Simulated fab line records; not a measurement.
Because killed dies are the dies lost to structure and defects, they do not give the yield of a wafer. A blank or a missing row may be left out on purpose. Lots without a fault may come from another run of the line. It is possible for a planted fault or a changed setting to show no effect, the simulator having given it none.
Which tool was responsible?	flow sky130	6 lots, 18 wafers sampled, at 2 steps of a route of 708

WHAT THE GAUGES READ, wafer by wafer
SKY_LDD_HVN_TW_MEAS_10.
lot	measured	on	LDD_HVN_TW
L458	day 23 00:31	film-metro-01	1425 1421 1422
L462	day 24 23:59	film-metro-04	1428 1436 1425
L465	day 25 04:23	film-metro-04	1438 1431 1428
L466	day 25 10:54	film-metro-04	1427 1433 1421
L473	day 27 07:29	film-metro-04	1419 1428 1430
L475	day 28 01:34	film-metro-04	1422 1424 1425

EACH LOT AND THE TOOL THAT RAN IT (in order: tool; ch and the chambers of the sampled wafers; start)
lot	SKY_GATE_OXIDE_STRIP_13
L458	plasma-asher-01 ch 0,1, day 16 08:37
L462	plasma-asher-02 ch 0,1, day 17 18:29
L465	plasma-asher-03 ch 0,1, day 18 12:05
L466	plasma-asher-02 ch 0,1, day 18 23:08
L473	plasma-asher-01 ch 0,1, day 20 19:04
L475	plasma-asher-03 ch 0,1, day 21 16:48
- SKY_GATE_OXIDE_STRIP_13: strips in O2/N2.

THE ANSWER, worked out from the rows above alone
Rule: the usual values come from the lots themselves. The widest of any qualifying gaps counts: lots, ordered by their means at a reading, are off when they make up no more than a third of the lots, leave a main group of 4 or more, and stand apart from it by 3 or more times the standard deviation of that group's means. The tables above print the reading to a certain number of digits; a main group whose means all agree to those digits is not used. Also off: a lot with no number at a reading for which 4 or more lots have one. Any other lot the step has rows for is counted as sound.
No lot is off at any reading shown: from this, nothing can be told.

WHAT HAD BEEN PUT IN BY THE SIMULATOR
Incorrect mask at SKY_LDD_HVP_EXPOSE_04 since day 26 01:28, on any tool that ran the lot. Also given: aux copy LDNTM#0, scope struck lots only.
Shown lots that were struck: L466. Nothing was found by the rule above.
